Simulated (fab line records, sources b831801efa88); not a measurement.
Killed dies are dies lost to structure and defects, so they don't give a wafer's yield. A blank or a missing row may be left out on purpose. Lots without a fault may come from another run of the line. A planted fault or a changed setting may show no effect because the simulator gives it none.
A struck lot beside a sound one | flow sky130 | 15 steps out of a route of 708
Sound: wafers L511.3, L511.4, L511.5. Struck: wafers L505.2, L505.3, L505.6. The cause comes at the end.
At each step with rows: each side's tool, then ch and its chambers, then its first start. Under that, the readings that differ: sound wafers | struck wafers | difference of the means | sigmas: that difference in standard deviations of wafers without a fault.
alike: readings whose means differ by less than 2 such deviations, and words and numbers that are the same on both sides. not compared: withheld readings, readings that some wafer has no value for, bounds like >300 that may hide the same value, and numbers for which the record gives no deviation and whose values overlap.
The two part at a step that has a row with sigmas, a row that says differs or no value, or rows on one side only. Numbers that don't overlap but have no deviation are shown without sigmas and don't part them. A reading that every wafer of one side lacks parts them only if that side has two wafers or more.

first, 5 steps without rows for these wafers: SKY_LI_CONTACT_COAT_07 (resist thk 450 nm); SKY_LI_CONTACT_SOFTBAKE_08 (time 90 s); SKY_LI_CONTACT_EXPOSE_09 (exposes mask LICM1, target cd 170 nm); SKY_LI_CONTACT_PEB_10; SKY_LI_CONTACT_DEVELOP_11 (develop time 60 s).
SKY_LI_CONTACT_CD_MEAS_12: target cd 170 nm.
  sound on cd_sem-02, day 36 06:28; struck on cd_sem-02, day 34 19:54
  alike: cd_nm
SKY_LI_CONTACT_OVL_MEAS_13:
  sound on overlay-01, day 36 06:34; struck on overlay-02, day 34 20:01
  alike: LI_CONTACT_OVL
SKY_LI_CONTACT_ETCH_14: etches BARC in N2/H2, stops on SiO2, time 45.9 s, target depth 60 nm.
  sound on rie_diel-01 ch 0,1,3, day 36 06:35; struck on rie_diel-04 ch 0,1,3, day 34 20:02
  alike: drypump_motor_current_A, oes_product_au, throttle_valve_pct
  not compared: rf_hours_counter_h
SKY_LI_CONTACT_ETCH_15: etches PSG in C4F8/O2/Ar, stops on Si, target depth 600 nm.
  sound on rie_diel-01 ch 0,1,3, day 36 06:38; struck on rie_diel-04 ch 0,1,3, day 34 20:05
  alike: oes_product_au
SKY_LI_CONTACT_STRIP_16: strips in O2/N2.
  sound on plasma_asher-01 ch 0,1, day 36 06:45; struck on plasma_asher-04 ch 0,1, day 34 20:10
  alike: drypump_motor_current_A, o2_flow_sccm, oes_product_au, strip_time_to_endpoint_s
  not compared: rf_hours_counter_h
then, 2 steps without rows for these wafers: SKY_LI_CONTACT_CLEAN_17 (cleans in NMP, time 600 s); SKY_LI_CONTACT_PRE_CLEAN_18 (time 5.6 s).
SKY_LI_CONTACT_SPUTTER_19: material Ti, target thk 20 nm, time 106.37 s.
  sound on pvd_sputter-01, day 36 07:01; struck on pvd_sputter-02, day 34 20:28
  no value came back on the struck wafers for cathode_dc_power_W (W), chamber_pressure_pa (Pa), throttle_valve_pct (%); on the sound wafers cathode_dc_power_W (W) reads 2500.8 2499.2 2500.2
SKY_LI_CONTACT_SPUTTER_20: material TiN, target thk 20 nm, time 80 s.
  sound on pvd_sputter-01, day 36 07:05; struck on pvd_sputter-02, day 34 20:32
  alike: cathode_dc_power_W, chamber_pressure_pa, throttle_valve_pct
-- the record jumps here: 15 days lie between the struck wafers' starts before and after (it left off in module LI_CONTACT and takes up again in module PAD_OPEN, whose first step shown is number 708 of the route) --
SKY_PAD_OPEN_PROBE_99:
  sound on prober-02, day 50 18:04; struck on prober-02, day 49 21:55
  reading            | sound    | struck      | difference | sigmas
  killed_at_contacts | 24 21 23 | 437 426 423 | +406       | +85
  killed_dies        | 76 84 83 | 492 492 492 | +411       | +48
  killed_on_rim      | 13 24 21 | 96 96 96    | +77        | +19
  alike: killed_at_M0_to_M3, killed_at_M4_up, killed_at_front_end, killed_at_other, killed_open, killed_short

WHERE THEY PART
First at SKY_LI_CONTACT_SPUTTER_19; last, within this record, at SKY_PAD_OPEN_PROBE_99.

WHY: what the simulator had put in
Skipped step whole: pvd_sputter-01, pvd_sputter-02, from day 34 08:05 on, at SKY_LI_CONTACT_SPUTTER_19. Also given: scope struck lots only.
